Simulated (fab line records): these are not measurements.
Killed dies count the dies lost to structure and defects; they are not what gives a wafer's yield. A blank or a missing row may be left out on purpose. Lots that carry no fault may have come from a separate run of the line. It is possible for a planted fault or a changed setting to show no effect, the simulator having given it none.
Struck lot and sound lot, side by side | flow sky130 | 23 steps out of a route of 708
Sound: the wafers L332.1, L332.2, L332.3. The struck wafers were L340.2, L340.4, L340.6. The cause is given at the end.
Per side, at each step with rows, come the tool, then ch with its chambers, and then its first start. Under that, the readings that differ: sound wafers | struck wafers | difference of the means | sigmas: that difference in standard deviations of wafers without a fault.
alike: a reading whose means differ by less than 2 such deviations, as well as words and numbers matching on both sides. not compared: withheld readings; readings where some wafer has no value; bounds like >300 that might hide an equal value; numbers whose values overlap and for which the record gives no deviation.
A row with sigmas, a row that says differs or no value, or rows on one side alone: a step with any of these is where the two part. Numbers that have no deviation but don't overlap get no sigmas and don't part them. A reading missing from all wafers of one side parts the sides only when that side holds two or more wafers.

first, 5 steps without rows for these wafers: SKY_VT_ADJUST_NCORE_COAT_02 (resist thk 1140 nm); SKY_VT_ADJUST_NCORE_SOFTBAKE_03 (time 60 s); SKY_VT_ADJUST_NCORE_EXPOSE_04 (exposes mask LVTN COMPLEMENT THIN, target cd 380 nm); SKY_VT_ADJUST_NCORE_PEB_05; SKY_VT_ADJUST_NCORE_DEVELOP_06 (develop time 60 s).
SKY_VT_ADJUST_NCORE_CD_MEAS_07: the cd target is 380 nm.
  sound on cd_sem-01 at day 8 21:44; struck on cd_sem-01 at day 11 02:45
  alike: cd_nm
SKY_VT_ADJUST_NCORE_OVL_MEAS_08:
  sound on overlay-02 at day 8 21:51; struck on overlay-01 at day 11 02:52
  alike: VT_ADJUST_NCORE_OVL
next, for these wafers, 1 step has no rows: SKY_VT_ADJUST_NCORE_IMPLANT_09.
SKY_VT_ADJUST_NCORE_STRIP_10: strips in O2/N2.
  sound on plasma_asher-01 ch 0,1, day 8 22:02; struck on plasma_asher-04 ch 0, day 11 03:02
  reading             | sound             | struck            | difference | sigmas
  n2_flow_sccm (sccm) | 300.4 299.7 300.6 | 302.1 302.2 302.2 | +1.9       | +2
  alike: drypump_motor_current_A, oes_product_au, strip_time_to_endpoint_s
  not compared: rf_hours_counter_h
SKY_VT_ADJUST_NCORE_TW_MEAS_11:
  sound on film_metro-04 at day 8 22:08; struck on film_metro-02 at day 11 03:09
  alike: VT_ADJUST_NCORE_TW
then, 2 steps without rows for these wafers: SKY_VT_ADJUST_HVTR_DEHYDRATE_00 (time 60 s); SKY_VT_ADJUST_HVTR_HMDS_01 (prime time 60 s).
SKY_VT_ADJUST_HVTR_COAT_02: resist thk 1140 nm.
  sound on litho_track-03 ch 0, day 9 08:26; struck on litho_track-02 ch 0, day 11 14:59
  reading                                             | sound                | struck               | difference | sigmas
  spin_speed_rpm (rpm)                                | 3002.9 2997.9 3001.5 | 3118.1 3120.9 3116.7 | +117.8     | +47
  model.NOVOLAK_of_VT_ADJUST_HVTR_COAT_02.thk_nm (nm) | 1138 1136 1134       | 1119 1117 1120       | -17        |
SKY_VT_ADJUST_HVTR_SOFTBAKE_03: time 60.99 s.
  sound on litho_track-03 ch 0, day 9 08:35; struck on litho_track-02 ch 0, day 11 15:08
  alike: plate_sensor_t_centre_C, plate_sensor_t_edge_C
then, 2 steps without rows for these wafers: SKY_VT_ADJUST_HVTR_EXPOSE_04 (exposes mask HVTRM, target cd 380 nm); SKY_VT_ADJUST_HVTR_PEB_05.
SKY_VT_ADJUST_HVTR_DEVELOP_06: develop time 60 s.
  sound on litho_track-03 ch 0, day 9 19:53; struck on litho_track-02 ch 0, day 12 03:11
  reading                                             | sound          | struck         | difference | sigmas
  model.NOVOLAK_of_VT_ADJUST_HVTR_COAT_02.thk_nm (nm) | 1137 1136 1133 | 1118 1117 1120 | -17        |
SKY_VT_ADJUST_HVTR_CD_MEAS_07: the cd target is 380 nm.
  sound on cd_sem-01 at day 9 20:02; struck on cd_sem-01 at day 12 03:20
  alike: cd_nm
SKY_VT_ADJUST_HVTR_OVL_MEAS_08:
  sound on overlay-01 at day 9 20:09; struck on overlay-02 at day 12 03:26
  alike: VT_ADJUST_HVTR_OVL
next, for these wafers, 1 step has no rows: SKY_VT_ADJUST_HVTR_IMPLANT_09.
SKY_VT_ADJUST_HVTR_STRIP_10: strips in O2/N2.
  sound on plasma_asher-03 ch 0,1, day 9 20:20; struck on plasma_asher-02 ch 0,1, day 12 03:37
  reading                      | sound             | struck            | difference | sigmas
  strip_time_to_endpoint_s (s) | 14.16 14.13 14.10 | 13.92 13.91 13.94 | -0.21      | -4
  alike: drypump_motor_current_A, n2_flow_sccm, oes_product_au
  not compared: rf_hours_counter_h
SKY_VT_ADJUST_HVTR_TW_MEAS_11:
  sound on film_metro-03 at day 9 20:26; struck on film_metro-01 at day 12 03:44
  alike: VT_ADJUST_HVTR_TW
next, for these wafers, 1 step has no rows: SKY_PAD_OPEN_PROBE_99.

WHERE THEY PART
First at SKY_VT_ADJUST_NCORE_STRIP_10; last, within this record, at SKY_VT_ADJUST_HVTR_STRIP_10. Later steps at which nothing parts them and some readings are alike: SKY_VT_ADJUST_HVTR_TW_MEAS_11.

WHY: the cause the simulator had injected
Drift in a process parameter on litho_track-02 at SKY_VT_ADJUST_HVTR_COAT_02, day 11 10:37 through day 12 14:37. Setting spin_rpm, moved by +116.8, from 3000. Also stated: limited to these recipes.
